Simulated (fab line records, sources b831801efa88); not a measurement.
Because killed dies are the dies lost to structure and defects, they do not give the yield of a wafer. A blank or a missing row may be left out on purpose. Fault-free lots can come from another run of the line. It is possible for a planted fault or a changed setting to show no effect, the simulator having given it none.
fab line records | flow sky130
record: lots: 6 | wafers: 18 | last_day: 49
route steps=708 shown VIA1@473 METAL2@483 PAD_OPEN@708
lots untouched by any fault: they come from a run of this same line in which no faults occurred
start_h: start of the lot's first displayed wafer, in hours after the record's first day | wait_h: hours since the lot's step before | " the same as in the row above | L1.1+2: several wafers, shown together as one row | - either no value or no given start | * or withheld: withheld | < > ~ a bound
route shown NAME@n: a module of which the file shows steps, and the number in the route of the first | usual: average and standard deviation across the fault-free wafers | same: alike in all rows | chamber/n: place in a boat | sites: the reading at each site | _std_site: standard deviation of those values | _edge_site: mean of outer sites minus mean of inner sites | radius_mm: how far each site lies from the wafer's centre | mask NAME#n: copy n | behind: the last tool/chamber to shape the wafer | hold: why the lot was held/for how many hours/how that ended | device: transistor that didn't switch, given as n, p or np | end of line: tests run on the same wafers once the route is complete | a step without rows: its recipe alone | killed: dies lost to structure and defects at the first sort, not the wafer's yield | map: the dies of a wafer, with x for killed, . for not killed, _ for no die there
set.NAME: the run value of the setting; set.NAME@STEP: its run value at that earlier step | model.NAME: the simulator's own value behind a step, which no gauge read
lots at selected steps of the route; one table per step, one row per wafer
services: a tool's chamber out of use, with start hour (start_h, from the record's first day; less than 0 if before it), hours out, and reason
== steps ==
step: SKY_VIA1_ETCH_15
recipe: target: SiO2 | chemistry: C4F8/O2/Ar | target_depth_nm: 351 | stop_on: TiN | mask_material: KrF-thick | source_w: 1500 | bias_w: 1200 | pressure_mtorr: 40 | c4f8_flow_sccm: withheld | O2_flow_sccm: 6 | Ar_flow_sccm: 300 | time_s: 54
usual: oes_product_au: 0.979/0.0064
same: time_s: 54
lot.wafer | tool        | chamber | start_h | wait_h | oes_product_au | rf_hours_counter_h
L213.1    | rie_diel-04 | 1       | 802.54  | 0.0    | 0.988          | 1
L213.3    | "           | 3       | "       | "      | 0.957          | 11
L213.6    | "           | 0       | "       | "      | 0.964          | -
L214.1    | rie_diel-04 | 1       | 806.49  | 0.0    | 0.983          | 1
L214.2    | "           | 2       | "       | "      | 0.970          | 17
L214.3    | "           | 0       | "       | "      | 0.979          | 15
L222.2    | rie_diel-01 | 1       | 877.41  | 0.0    | 0.981          | 21
L222.4    | "           | 2       | "       | "      | 0.986          | -
L222.6    | "           | 1       | "       | "      | 0.973          | -
L224.2    | rie_diel-02 | 0       | 895.06  | 0.0    | 0.983          | 5
L224.4    | "           | 2       | "       | "      | 0.985          | -
L224.6    | "           | 0       | "       | "      | 0.979          | -
L227.1    | rie_diel-02 | 2       | 909.51  | 0.0    | 0.982          | 12
L227.5    | "           | 0       | "       | "      | 0.980          | -
L227.6    | "           | 3       | "       | "      | 0.994          | -
L229.1    | rie_diel-01 | 2       | 920.36  | 0.0    | 0.983          | 26
L229.4    | "           | 1       | "       | "      | 0.964          | -
L229.5    | "           | 2       | "       | "      | 0.988          | -
step: SKY_VIA1_STRIP_16
recipe: chemistry: O2/N2 | power_w: 1400 | pressure_mtorr: 1500 | platen_temp_c: withheld | o2_flow_sccm: 3000 | n2_flow_sccm: 300 | overash_fraction: 0.5
step: SKY_VIA1_STRIP_17
recipe: chemistry: post_etch_residue_remover | time_s: 1200 | temp_c: 72.5
step: SKY_VIA1_CLEAN_18
recipe: chemistry: IPA | time_s: 180 | temp_c: 25
step: SKY_VIA1_CLEAN_19
recipe: chemistry: O3/DIW | dry: n2_spin
step: SKY_VIA1_SPUTTER_20
recipe: material: TiN | target_thk_nm: 20 | chamber_pressure_pa: 5 | power_w: 4000 | time_s: 80
usual: throttle_valve_pct: 29.3/1
same: time_s: 80
lot.wafer | tool           | chamber | start_h | wait_h | throttle_valve_pct
L213.1    | pvd_sputter-02 | -       | 803.21  | 0.0    | 28.6
L213.3    | "              | -       | "       | "      | 28.4
L213.6    | "              | -       | "       | "      | 28.6
L214.1    | pvd_sputter-02 | -       | 807.13  | 0.0    | 28.2
L214.2    | "              | -       | "       | "      | 28.7
L214.3    | "              | -       | "       | "      | 29.1
L222.2    | pvd_sputter-04 | -       | 878.06  | 0.0    | 31.4
L222.4    | "              | -       | "       | "      | 31.6
L222.6    | "              | -       | "       | "      | 30.0
L224.2    | pvd_sputter-04 | -       | 895.70  | 0.0    | 29.5
L224.4    | "              | -       | "       | "      | 29.7
L224.6    | "              | -       | "       | "      | 29.4
L227.1    | pvd_sputter-02 | -       | 910.21  | 0.0    | 28.3
L227.5    | "              | -       | "       | "      | 29.0
L227.6    | "              | -       | "       | "      | 28.7
L229.1    | pvd_sputter-02 | -       | 921.01  | 0.0    | 28.5
L229.4    | "              | -       | "       | "      | 28.6
L229.5    | "              | -       | "       | "      | 28.8
step: SKY_VIA1_CVD_21
recipe: material: W | target_thk_nm: 270 | time_s: 80.902 | temp_c: 400 | pressure_torr: 40
usual: heater_power_w: 890/120
same: time_s: 80.902
lot.wafer | tool     | chamber | start_h | wait_h | heater_power_w
L213.1    | cvd_w-01 | 0       | 803.27  | 0.0    | 986
L213.3    | "        | 0       | "       | "      | 968
L213.6    | "        | 0       | "       | "      | 985
L214.1    | cvd_w-01 | 0       | 807.19  | 0.0    | 981
L214.2    | "        | 1       | "       | "      | 1076
L214.3    | "        | 0       | "       | "      | 952
L222.2    | cvd_w-01 | 0       | 878.12  | 0.0    | 1005
L222.4    | "        | 1       | "       | "      | 1091
L222.6    | "        | 1       | "       | "      | 1075
L224.2    | cvd_w-02 | 0       | 895.76  | 0.0    | 778
L224.4    | "        | 0       | "       | "      | 785
L224.6    | "        | 0       | "       | "      | 775
L227.1    | cvd_w-02 | 1       | 910.27  | 0.0    | 788
L227.5    | "        | 0       | "       | "      | 778
L227.6    | "        | 1       | "       | "      | 802
L229.1    | cvd_w-01 | 0       | 921.07  | 0.0    | 919
L229.4    | "        | 1       | "       | "      | 1042
L229.5    | "        | 0       | "       | "      | 913
step: SKY_VIA1_RS_MEAS_22
recipe: thk_meas_gauge: four-point-probe | reads: W_of_VIA1_CVD_21+TiN_of_VIA1_SPUTTER_20
usual: VIA1_W_RS: 0.429/0.0042
lot.wafer | tool          | chamber | start_h | wait_h | VIA1_W_RS[ohm/sq]
L213.1    | film_metro-03 | -       | 803.37  | 0.1    | 0.432
L213.3    | "             | -       | "       | "      | 0.433
L213.6    | "             | -       | "       | "      | 0.434
L214.1    | film_metro-02 | -       | 807.28  | 0.1    | 0.432
L214.2    | "             | -       | "       | "      | 0.433
L214.3    | "             | -       | "       | "      | 0.428
L222.2    | film_metro-02 | -       | 878.23  | 0.1    | 0.425
L222.4    | "             | -       | "       | "      | 0.427
L222.6    | "             | -       | "       | "      | 0.431
L224.2    | film_metro-03 | -       | 895.88  | 0.1    | 0.427
L224.4    | "             | -       | "       | "      | 0.432
L224.6    | "             | -       | "       | "      | 0.429
L227.1    | film_metro-02 | -       | 910.36  | 0.1    | 0.425
L227.5    | "             | -       | "       | "      | 0.430
L227.6    | "             | -       | "       | "      | 0.431
L229.1    | film_metro-03 | -       | 921.16  | 0.1    | 0.432
L229.4    | "             | -       | "       | "      | 0.432
L229.5    | "             | -       | "       | "      | 0.429
step: SKY_VIA1_THK_MEAS_23
recipe: thk_meas_gauge: xrf | reads: W_of_VIA1_CVD_21
usual: VIA1_W_THK: 270/4
lot.wafer | tool          | chamber | start_h | wait_h | VIA1_W_THK[nm]
L213.1    | film_metro-03 | -       | 803.49  | 0.1    | 272
L213.3    | "             | -       | "       | "      | 272
L213.6    | "             | -       | "       | "      | 271
L214.1    | film_metro-02 | -       | 807.40  | 0.1    | 266
L214.2    | "             | -       | "       | "      | 267
L214.3    | "             | -       | "       | "      | 269
L222.2    | film_metro-02 | -       | 878.34  | 0.1    | 268
L222.4    | "             | -       | "       | "      | 267
L222.6    | "             | -       | "       | "      | 266
L224.2    | film_metro-03 | -       | 895.99  | 0.1    | 274
L224.4    | "             | -       | "       | "      | 269
L224.6    | "             | -       | "       | "      | 274
L227.1    | film_metro-02 | -       | 910.48  | 0.1    | 269
L227.5    | "             | -       | "       | "      | 267
L227.6    | "             | -       | "       | "      | 266
L229.1    | film_metro-03 | -       | 921.28  | 0.1    | 268
L229.4    | "             | -       | "       | "      | 268
L229.5    | "             | -       | "       | "      | 270
step: SKY_VIA1_CMP_24
recipe: stop_on: SiO2 | t_overpolish_s: 15 | down_force_psi: 3.5 | platen_rpm: 60 | target_thk_nm: 0 | pad_velocity_m_s: 0.94248
step: SKY_METAL2_SPUTTER_00
recipe: material: Ti | target_thk_nm: 15 | power_w: 3000 | time_s: 10 | chamber_pressure_pa: 0.4
usual: throttle_valve_pct: 29.8/0.95
same: time_s: 10
lot.wafer | tool           | chamber | start_h | wait_h | throttle_valve_pct
L213.1    | pvd_sputter-03 | -       | 803.85  | 0.1    | 29.7
L213.3    | "              | -       | "       | "      | 28.0
L213.6    | "              | -       | "       | "      | 29.3
L214.1    | pvd_sputter-04 | -       | 807.76  | 0.1    | 29.4
L214.2    | "              | -       | "       | "      | 31.4
L214.3    | "              | -       | "       | "      | 30.2
L222.2    | pvd_sputter-03 | -       | 878.69  | 0.2    | 30.7
L222.4    | "              | -       | "       | "      | 28.2
L222.6    | "              | -       | "       | "      | 29.3
L224.2    | pvd_sputter-03 | -       | 896.34  | 0.1    | 30.7
L224.4    | "              | -       | "       | "      | 28.1
L224.6    | "              | -       | "       | "      | 29.1
L227.1    | pvd_sputter-01 | -       | 910.84  | 0.2    | 29.7
L227.5    | "              | -       | "       | "      | 30.2
L227.6    | "              | -       | "       | "      | 30.3
L229.1    | pvd_sputter-04 | -       | 921.64  | 0.1    | 29.5
L229.4    | "              | -       | "       | "      | 31.4
L229.5    | "              | -       | "       | "      | 31.5
step: SKY_METAL2_SPUTTER_01
recipe: material: TiN | target_thk_nm: 20 | power_w: 6500 | time_s: 16.7 | chamber_pressure_pa: 0.4
step: SKY_METAL2_SPUTTER_02
recipe: material: AlCu | target_thk_nm: 250 | power_w: 10600 | time_s: 13.3 | chamber_pressure_pa: 0.4
usual: throttle_valve_pct: 29.8/0.94
lot.wafer | tool           | chamber | start_h | wait_h | throttle_valve_pct | model.AlCu_of_METAL2_SPUTTER_02.thk_nm
L213.1    | pvd_sputter-03 | -       | 803.89  | 0.0    | 29.6               | 246.9
L213.3    | "              | -       | "       | "      | 28.3               | 247.4
L213.6    | "              | -       | "       | "      | 29.3               | 244.1
L214.1    | pvd_sputter-04 | -       | 807.81  | 0.0    | 29.5               | 247.7
L214.2    | "              | -       | "       | "      | 31.5               | 250
L214.3    | "              | -       | "       | "      | 30.1               | 247.7
L222.2    | pvd_sputter-03 | -       | 878.74  | 0.0    | 30.4               | 285
L222.4    | "              | -       | "       | "      | 28.2               | 249.6
L222.6    | "              | -       | "       | "      | 29.4               | 248.3
L224.2    | pvd_sputter-03 | -       | 896.38  | 0.0    | 30.4               | 290.9
L224.4    | "              | -       | "       | "      | 27.9               | 251.7
L224.6    | "              | -       | "       | "      | 29.0               | 253.1
L227.1    | pvd_sputter-01 | -       | 910.89  | 0.0    | 29.8               | 242.5
L227.5    | "              | -       | "       | "      | 30.3               | 243
L227.6    | "              | -       | "       | "      | 30.3               | 244.6
L229.1    | pvd_sputter-04 | -       | 921.69  | 0.0    | 30.1               | 248.7
L229.4    | "              | -       | "       | "      | 31.5               | 247.6
L229.5    | "              | -       | "       | "      | 31.7               | 247.7
step: SKY_METAL2_SPUTTER_03
recipe: material: Ti | target_thk_nm: 5 | power_w: 3000 | time_s: 3.3 | chamber_pressure_pa: 0.4
usual: throttle_valve_pct: 29.8/0.95
same: time_s: 3.3
lot.wafer | tool           | chamber | start_h | wait_h | throttle_valve_pct
L213.1    | pvd_sputter-03 | -       | 803.92  | 0.0    | 29.7
L213.3    | "              | -       | "       | "      | 28.1
L213.6    | "              | -       | "       | "      | 29.3
L214.1    | pvd_sputter-04 | -       | 807.84  | 0.0    | 29.6
L214.2    | "              | -       | "       | "      | 31.4
L214.3    | "              | -       | "       | "      | 30.3
L222.2    | pvd_sputter-03 | -       | 878.76  | 0.0    | 30.9
L222.4    | "              | -       | "       | "      | 28.3
L222.6    | "              | -       | "       | "      | 29.4
L224.2    | pvd_sputter-03 | -       | 896.41  | 0.0    | 30.8
L224.4    | "              | -       | "       | "      | 28.1
L224.6    | "              | -       | "       | "      | 29.3
L227.1    | pvd_sputter-01 | -       | 910.91  | 0.0    | 30.0
L227.5    | "              | -       | "       | "      | 30.7
L227.6    | "              | -       | "       | "      | 30.1
L229.1    | pvd_sputter-04 | -       | 921.71  | 0.0    | 29.7
L229.4    | "              | -       | "       | "      | 31.7
L229.5    | "              | -       | "       | "      | 31.4
step: SKY_METAL2_SPUTTER_04
recipe: material: TiN | target_thk_nm: 70 | power_w: 6500 | time_s: 58.3 | chamber_pressure_pa: 0.4
step: SKY_METAL2_RS_MEAS_05
recipe: thk_meas_gauge: four-point-probe | reads: TiN_of_METAL2_SPUTTER_04+Ti_of_METAL2_SPUTTER_03+AlCu_of_METAL2_SPUTTER_02+TiN_of_METAL2_SPUTTER_01+Ti_of_METAL2_SPUTTER_00
usual: METAL2_ALCU_RS: 0.1276/0.0017
lot.wafer | tool          | chamber | start_h | wait_h | METAL2_ALCU_RS[ohm/sq]
L213.1    | film_metro-04 | -       | 803.99  | 0.0    | 0.1284
L213.3    | "             | -       | "       | "      | 0.1282
L213.6    | "             | -       | "       | "      | 0.1299
L214.1    | film_metro-04 | -       | 807.90  | 0.0    | 0.1280
L214.2    | "             | -       | "       | "      | 0.1265
L214.3    | "             | -       | "       | "      | 0.1279
L222.2    | film_metro-01 | -       | 878.85  | 0.0    | 0.1105
L222.4    | "             | -       | "       | "      | 0.1267
L222.6    | "             | -       | "       | "      | 0.1276
L224.2    | film_metro-01 | -       | 896.50  | 0.0    | 0.1082
L224.4    | "             | -       | "       | "      | 0.1255
L224.6    | "             | -       | "       | "      | 0.1250
L227.1    | film_metro-04 | -       | 910.98  | 0.0    | 0.1309
L227.5    | "             | -       | "       | "      | 0.1305
L227.6    | "             | -       | "       | "      | 0.1299
L229.1    | film_metro-04 | -       | 921.78  | 0.0    | 0.1275
L229.4    | "             | -       | "       | "      | 0.1278
L229.5    | "             | -       | "       | "      | 0.1283
step: SKY_METAL2_THK_MEAS_06
recipe: thk_meas_gauge: xrf | reads: AlCu_of_METAL2_SPUTTER_02
usual: METAL2_ALCU_THK: 247/3.2
lot.wafer | tool          | chamber | start_h | wait_h | METAL2_ALCU_THK[nm]
L213.1    | film_metro-04 | -       | 804.11  | 0.1    | 245
L213.3    | "             | -       | "       | "      | 247
L213.6    | "             | -       | "       | "      | 243
L214.1    | film_metro-04 | -       | 808.02  | 0.1    | 247
L214.2    | "             | -       | "       | "      | 250
L214.3    | "             | -       | "       | "      | 248
L222.2    | film_metro-01 | -       | 878.96  | 0.1    | 286
L222.4    | "             | -       | "       | "      | 250
L222.6    | "             | -       | "       | "      | 247
L224.2    | film_metro-01 | -       | 896.61  | 0.1    | 292
L224.4    | "             | -       | "       | "      | 251
L224.6    | "             | -       | "       | "      | 252
L227.1    | film_metro-04 | -       | 911.10  | 0.1    | 243
L227.5    | "             | -       | "       | "      | 242
L227.6    | "             | -       | "       | "      | 244
L229.1    | film_metro-04 | -       | 921.90  | 0.1    | 247
L229.4    | "             | -       | "       | "      | 246
L229.5    | "             | -       | "       | "      | 247
step: SKY_METAL2_DEHYDRATE_07
recipe: temp_c: 200 | time_s: 60
step: SKY_PAD_OPEN_PROBE_99
lot.wafer | tool      | chamber | start_h | wait_h | model.etest.met2.line_ohm_um | model.etest.met2.rs_ohm_sq
L213.1    | prober-02 | -       | 1086.03 | 0.1    | 0.9256                       | 0.1293
L213.3    | prober-02 | -       | 1086.13 | 0.2    | 0.9252                       | 0.1296
L213.6    | prober-02 | -       | 1086.28 | 0.2    | 0.9526                       | 0.1308
L214.1    | prober-01 | -       | 1086.03 | 0.1    | 0.9421                       | 0.1298
L214.2    | prober-01 | -       | 1086.08 | 0.1    | 0.9614                       | 0.1294
L214.3    | prober-01 | -       | 1086.13 | 0.2    | 0.9197                       | 0.1297
L222.2    | prober-02 | -       | 1141.09 | 0.1    | 0.8222                       | 0.1124
L222.4    | prober-02 | -       | 1141.19 | 0.2    | 0.9243                       | 0.1288
L222.6    | prober-02 | -       | 1141.29 | 0.2    | 0.9612                       | 0.1297
L224.2    | prober-02 | -       | 1153.55 | 0.1    | 0.7796                       | 0.1105
L224.4    | prober-02 | -       | 1153.65 | 0.2    | 0.8778                       | 0.1269
L224.6    | prober-02 | -       | 1153.75 | 0.2    | 0.8813                       | 0.1264
L227.1    | prober-01 | -       | 1165.66 | 0.1    | 0.9164                       | 0.1325
L227.5    | prober-01 | -       | 1165.86 | 0.2    | 0.9397                       | 0.1317
L227.6    | prober-01 | -       | 1165.91 | 0.2    | 0.9376                       | 0.132
L229.1    | prober-01 | -       | 1170.30 | 0.1    | 0.93                         | 0.1286
L229.4    | prober-01 | -       | 1170.45 | 0.2    | 0.9447                       | 0.1306
L229.5    | prober-01 | -       | 1170.50 | 0.2    | 0.9491                       | 0.1317
killed by level:class
L213.1 CONTACT:geometric_particle:open=12 VIA2:geometric_particle:open=6 METAL2:geometric_particle:short=6 VIA3:geometric_particle:open=6 CONTACT:geometric_particle:short=5 VIA1:geometric_particle:open=5 POLY_GATE:geometric_particle:short=4 LI_CONTACT:geometric_particle:open=3
L214.1 CONTACT:geometric_particle:open=8 VIA1:geometric_particle:open=8 CONTACT:geometric_particle:short=7 POLY_GATE:geometric_particle:short=6 FIELD_ISO:geometric_particle:open=5 POLY_GATE:geometric_particle:open=5 LOCAL_INTERCONNECT:geometric_particle:short=5 VIA1:geometric_particle:short=5
L214.2 CONTACT:geometric_particle:open=9 VIA1:geometric_particle:open=8 FIELD_ISO:geometric_particle:open=7 POLY_GATE:geometric_particle:open=6 VIA3:geometric_particle:open=6 CONTACT:geometric_particle:short=5 VIA2:geometric_particle:open=5 POLY_GATE:geometric_particle:short=4
L213.3 VIA2:geometric_particle:open=10 LOCAL_INTERCONNECT:geometric_particle:short=8 CONTACT:geometric_particle:open=8 VIA3:geometric_particle:open=8 VIA1:geometric_particle:open=6 LI_CONTACT:geometric_particle:open=5 VIA1:geometric_particle:short=5 FIELD_ISO:geometric_particle:open=4
L214.3 VIA3:geometric_particle:open=8 VIA2:geometric_particle:open=8 LI_CONTACT:geometric_particle:open=8 VIA1:geometric_particle:short=7 FIELD_ISO:geometric_particle:open=6 CONTACT:geometric_particle:open=6 CONTACT:geometric_particle:short=6 VIA1:geometric_particle:open=6
L213.6 VIA1:geometric_particle:short=10 CONTACT:geometric_particle:open=8 FIELD_ISO:geometric_particle:short=7 LI_CONTACT:geometric_particle:open=5 LOCAL_INTERCONNECT:geometric_particle:short=5 VIA2:geometric_particle:open=5 VIA2:geometric_particle:short=5 METAL3:geometric_particle:short=5
L227.1 VIA1:geometric_particle:open=11 CONTACT:geometric_particle:open=7 FIELD_ISO:geometric_particle:open=6 FIELD_ISO:geometric_particle:short=6 POLY_GATE:geometric_particle:short=5 LI_CONTACT:geometric_particle:open=5 METAL1:geometric_particle:short=5 VIA1:geometric_particle:short=5
L227.5 VIA1:geometric_particle:open=14 CONTACT:geometric_particle:open=10 VIA3:geometric_particle:open=9 VIA1:geometric_particle:short=5 METAL2:geometric_particle:short=5 VIA2:geometric_particle:open=5 FIELD_ISO:geometric_particle:short=4 POLY_GATE:geometric_particle:short=4
L227.6 VIA1:geometric_particle:open=11 CONTACT:geometric_particle:open=8 VIA1:geometric_particle:short=6 VIA3:geometric_particle:open=5 FIELD_ISO:geometric_particle:short=4 LOCAL_INTERCONNECT:geometric_particle:short=4 POLY_GATE:geometric_particle:open=4 LI_CONTACT:geometric_particle:open=4
L229.1 CONTACT:geometric_particle:open=15 VIA1:geometric_particle:open=12 FIELD_ISO:geometric_particle:open=6 VIA1:geometric_particle:short=6 LI_CONTACT:geometric_particle:open=6 VIA2:geometric_particle:open=6 VIA3:geometric_particle:short=6 VIA3:geometric_particle:open=6
L229.4 VIA2:geometric_particle:open=10 CONTACT:geometric_particle:open=9 FIELD_ISO:geometric_particle:open=8 FIELD_ISO:geometric_particle:short=8 LI_CONTACT:geometric_particle:open=7 VIA1:geometric_particle:open=7 CONTACT:geometric_particle:short=5 VIA1:geometric_particle:short=5
L229.5 METAL2:geometric_particle:short=9 METAL1:geometric_particle:short=7 VIA2:geometric_particle:open=7 FIELD_ISO:geometric_particle:short=6 POLY_GATE:geometric_particle:open=6 VIA1:geometric_particle:short=6 VIA1:geometric_particle:open=6 LI_CONTACT:geometric_particle:open=5
== services ==
tool           | chamber | start_h | hours | kind
rie_diel-04    | 2       | 799.75  | 5.8   | repair
rie_diel-02    | 3       | 801.68  | 1.6   | repair
rie_diel-02    | -       | 803.86  | 1.3   | repair
rie_diel-02    | 1       | 807.76  | -     | clean
rie_diel-04    | 0       | 810.64  | 12.0  | repair
rie_diel-01    | -       | 814.46  | 0.8   | repair
pvd_sputter-01 | -       | 818.33  | 4.8   | repair
pvd_sputter-02 | -       | 819.89  | 1.1   | repair
rie_diel-02    | 3       | 830.87  | 9.3   | repair
cvd_w-02       | -       | 830.98  | 1.4   | repair
rie_diel-02    | 0       | 850.64  | 8.4   | repair
rie_diel-02    | 2       | 850.67  | 4.4   | repair
rie_diel-02    | 1       | 869.04  | 123.3 | repair
rie_diel-01    | 0       | 875.66  | 63.3  | repair
rie_diel-04    | -       | 888.51  | 1.7   | repair
rie_diel-04    | 3       | 894.24  | 13.2  | repair
rie_diel-01    | -       | 898.31  | 15.6  | pm
cvd_w-01       | -       | 904.00  | 14.0  | pm
cvd_w-01       | 0       | 904.00  | 14.0  | vent_cycle
cvd_w-01       | 1       | 904.00  | 14.0  | vent_cycle
pvd_sputter-02 | -       | 913.45  | 2.1   | repair
pvd_sputter-01 | -       | 917.61  | 70.1  | repair
cvd_w-01       | 0       | 918.00  | -     | clean
cvd_w-01       | 1       | 918.00  | -     | clean
== key ==
first_sign: step: SKY_METAL2_RS_MEAS_05 | reading: METAL2_ALCU_RS | direction: down | sigmas: 11 | usual: 0.1276 | struck: 0.1094
effect: step: SKY_METAL2_THK_MEAS_06 | reading: METAL2_ALCU_THK | direction: up | sigmas: 13 | usual: 247 | struck: 289
model_effect: step: SKY_METAL2_SPUTTER_02 | value: AlCu_of_METAL2_SPUTTER_02.thk_nm | without: 249.8 | struck: 288
model_effect: step: SKY_PAD_OPEN_PROBE_99 | value: etest.met2.line_ohm_um | without: 0.9276 | struck: 0.8009
met_at SKY_METAL2_SPUTTER_02
struck_wafers L222.2,L224.2
sort_left_out L222.2,L224.2
fault: kind: process_parameter_drift | tool: pvd_sputter-03 | chamber: - | onset_h: 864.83 | steps: SKY_METAL2_SPUTTER_02 | channel: target_thk_nm | offset: 38.186 | shape: step | end_h: 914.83 | acts_in: these_recipes_only | stated: 250 | scope: struck_wafers_only
sort_left_out: the simulated sort isn't trusted on such a fault, so these wafers' sort isn't shown, and their yield isn't known
